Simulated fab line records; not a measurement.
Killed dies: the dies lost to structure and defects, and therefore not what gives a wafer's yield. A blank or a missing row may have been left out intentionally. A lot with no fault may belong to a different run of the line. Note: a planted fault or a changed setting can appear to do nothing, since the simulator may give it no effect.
8D (eight disciplines) problem report, filled in by code ; flow sky130 ; the parts of the form that need people (team, actions taken, sign-off) are left out

== 1. PROBLEM STATEMENT ==
oes-product-au at SKY_VIA3_ETCH_15 reads a mean of 0.891 a.u. on 1 wafer of 1 lot; wafers without a fault read 0.946 a.u. with a standard deviation of 0.0047. Relative to the usual mean, that is a shift of -12 standard deviations.
The step: etches SiO2 in C4F8/O2/Ar, stops on TiN, target depth 507 nm, time 78 s.
The first sign was on wafer L194.1 at day 44 10:37, on rie-diel-02. The record holds 30 wafers of 10 lots with a number at this step. The rule behind "out" and "out of limits": a value lying over 4 standard deviations away from the usual mean. Any other wafer with a number is counted as sound.

== 2. WHAT IT IS, WHAT IT ISN'T ==
question;is;is not
which readings at this step;oes-product-au;-
which lots;L194;L179, L180, L181, L186, L187, L189, L192, L193, L196
which wafers of those lots;L194.1;L194.5, L194.6
read on which tools;rie-diel-02;rie-diel-01, rie-diel-03
when;from day 44 10:37;"up to then (26 sound wafers); but 3 sound wafers of L196 came after"

== 3. SUSPECTS, AND WHAT RULES EACH OUT ==
Counting: any tool at a process step up to the reading remains a suspect provided it ran every lot that is out. Sound lots after the first of them don't rule it out here, since some wafers of a struck lot are sound.
- rie-diel-01 at SKY_METAL3_ETCH_17 (etches SiO2 in C4F8/O2/Ar, stops on TiN, time 3.9 s, target depth 15 nm): kept. It ran the lot that is out, L194 (day 43 11:04); its last sound lot up to then is L192 (day 42 20:34).
- rie-metal-03 at SKY_METAL3_METAL_ETCH_18 (etches the open film in Cl2/BCl3, stops on SiO2, target depth 845 nm, time 183.1 s): kept. It ran the lot that is out, L194 (day 43 11:05); its last sound lot up to then is L193 (day 43 00:11).
- cmp-02 at SKY_VIA3_CMP_02 (polishes SiO2): kept. It ran the lot that is out, L194 (day 43 12:26); its last sound lot up to then is L193 (day 43 01:12).
- rie-diel-02 at SKY_VIA3_ETCH_15 (etches SiO2 in C4F8/O2/Ar, stops on TiN, target depth 507 nm, time 78 s): kept. It ran the lot that is out, L194 (day 44 10:37); its last sound lot up to then is L181 (day 40 11:14). Its own oes-product-au readings are out on those wafers.
- At SKY_METAL3_ETCH_17, inside rie-diel-01: chamber 1 took the wafers that are out, while their sound lot-mates went through chambers 0, 3.
- At SKY_VIA3_CMP_02, inside cmp-02: chamber 1 took the wafers that are out, while their sound lot-mates went through chambers 0, 3.
- At SKY_VIA3_ETCH_15, inside rie-diel-02: chamber 3 took the wafers that are out, while their sound lot-mates went through chambers 0, 1.
Left after counting: rie-diel-01 at SKY_METAL3_ETCH_17, rie-metal-03 at SKY_METAL3_METAL_ETCH_18, cmp-02 at SKY_VIA3_CMP_02, rie-diel-02 at SKY_VIA3_ETCH_15.

== 4. THE CAUSE (what the simulator had put in) ==
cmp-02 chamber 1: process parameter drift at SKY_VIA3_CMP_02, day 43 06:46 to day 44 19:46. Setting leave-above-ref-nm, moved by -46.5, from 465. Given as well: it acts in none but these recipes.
Counting leaves 4 suspects; this tool is one of them.

== 5. THE CHAIN OF EFFECTS, in route order ==
Each row: a reading whose mean over the struck wafers that have a number lies more than 3 standard deviations from the usual. Readings are gone through only where the record gives a usual standard deviation; hours: the median, over the lots, of the time from a lot's start at the first step in this table giving one to that lot's start at this step; sigmas: the change measured in usual standard deviations.
hours;step;reading;usual;on struck wafers;change;sigmas
0;SKY_VIA3_ETCH_15;oes-product-au;0.946 a.u.;0.891;-0.055;-12
The process steps in it:
- SKY_VIA3_ETCH_15: etches SiO2 in C4F8/O2/Ar, stops on TiN, target depth 507 nm, time 78 s.

== 6. WHAT WOULD HAVE CAUGHT IT SOONER ==
In this record the first reading out of limits was taken at day 44 10:37, 28 hours after the fault began at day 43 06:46.
Tool readings at SKY_VIA3_CMP_02 with a usual standard deviation given in the record: none out on any struck wafer, hence no alarm at a limit of 4 standard deviations on them.
Each of the lots that are out, 1 in all, had begun SKY_VIA3_CMP_02 on cmp-02 no later than day 44 10:37. Had the tool been put on hold then, not one of them would have been saved.
